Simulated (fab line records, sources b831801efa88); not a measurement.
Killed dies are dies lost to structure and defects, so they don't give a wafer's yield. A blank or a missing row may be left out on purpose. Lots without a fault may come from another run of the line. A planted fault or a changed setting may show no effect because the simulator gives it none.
One fault seen from 2 desks | flow gf180mcu | each desk has only its own numbers; what lay behind them comes last

THE METROLOGY DESK
What the gauges read, lot by lot, whatever tool the lot ran on: means of the sampled wafers that have a number. A lot is out of limits, marked OUT, if its mean lies more than 4 standard deviations from the usual mean; the brackets give that distance.
Columns: A = STI_OXIDATION_01_THK at GF_STI_THK_MEAS_22, usual 15.02 nm; B = VT_IMPLANT_01_OVL at GF_VT_IMPLANT_OVL_MEAS_18, usual 0.0 nm; C = MVPSD_RS at GF_VT_IMPLANT_RS_MEAS_49, usual 1169.1 ohm/sq
lot  | first seen here | A     | B    | C
L332 | day 2 10:39     | 14.79 | 1.6  | 1169.2
L333 | day 2 15:13     | 15.22 | -0.9 | 1169.5
L334 | day 2 18:39     | 14.57 | 0.7  | 1168.1
L335 | day 2 23:38     | 14.43 | -0.0 | 1172.4
L340 | day 4 02:24     | 15.36 | 0.5  | 1186.7 (+8.0) OUT
L341 | day 4 07:02     | 14.78 | 1.4  | 1190.1 (+9.5) OUT
L342 | day 4 11:28     | 15.00 | 0.3  | 1169.6
L345 | day 5 02:51     | 15.12 | 1.8  | 1168.4
L347 | day 5 14:08     | 15.48 | 1.3  | 1166.6
L350 | day 6 08:32     | 14.96 | -1.2 | 1168.1
L352 | day 6 15:28     | 15.22 | -1.9 | 1169.7
L353 | day 6 19:52     | 14.78 | 2.7  | 1169.8
L354 | day 7 05:01     | 15.13 | -0.0 | 1174.0
This desk's finding: out of limits on L340, L341; first on L340, day 10 01:55 (MVPSD_RS at GF_VT_IMPLANT_RS_MEAS_49). In limits: L332, L333, L334, L335, L342, L345, L347, L350, L352, L353, L354.

THE TOOL OWNER'S DESK: implanter-04
The tool's own readings at GF_MVPSD_IMPLANT_09: means of the sampled wafers that have a number, for each lot that ran on this tool. A lot is out of limits, marked OUT, if its mean lies more than 4 standard deviations from the usual mean; the brackets give that distance.
Columns: A = beam_energy_keV at GF_MVPSD_IMPLANT_09, usual 40.001; B = dose_ions_cm2 at GF_MVPSD_IMPLANT_09, usual 5.001e+12; C = faraday_current_uA at GF_MVPSD_IMPLANT_09, usual 28.2
lot  | first seen here | A      | B                   | C
L333 | day 5 13:38     | 39.999 | 5.003e+12           | 28.2
L335 | day 6 01:17     | 40.019 | 4.997e+12           | 28.6
L340 | day 7 07:32     | 40.003 | 4.527e+12 (-89) OUT | 25.4 (-4.6) OUT
L341 | day 7 11:46     | 40.001 | 4.523e+12 (-90) OUT | 25.7 (-4.1) OUT
This desk's finding: out of limits on L340, L341; first on L340, day 7 07:32 (dose_ions_cm2 at GF_MVPSD_IMPLANT_09). In limits: L333, L335.

PUT TOGETHER
The tool owner's desk could have raised an alarm at day 7 07:32, on L340, L341.
The metrology desk could have raised an alarm at day 10 01:55, on L340, L341.
Of the lots named, all ran GF_MVPSD_IMPLANT_09 on implanter-04.

WHAT THE SIMULATOR HAD PUT IN
Process parameter drift: implanter-04, from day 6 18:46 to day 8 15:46, at GF_MVPSD_IMPLANT_09. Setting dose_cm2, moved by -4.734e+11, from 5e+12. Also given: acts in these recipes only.
Lots struck among those shown: L340, L341.
Hours from the fault's start to each desk's first reading out of limits: the tool owner's desk, 13; the metrology desk, 79.
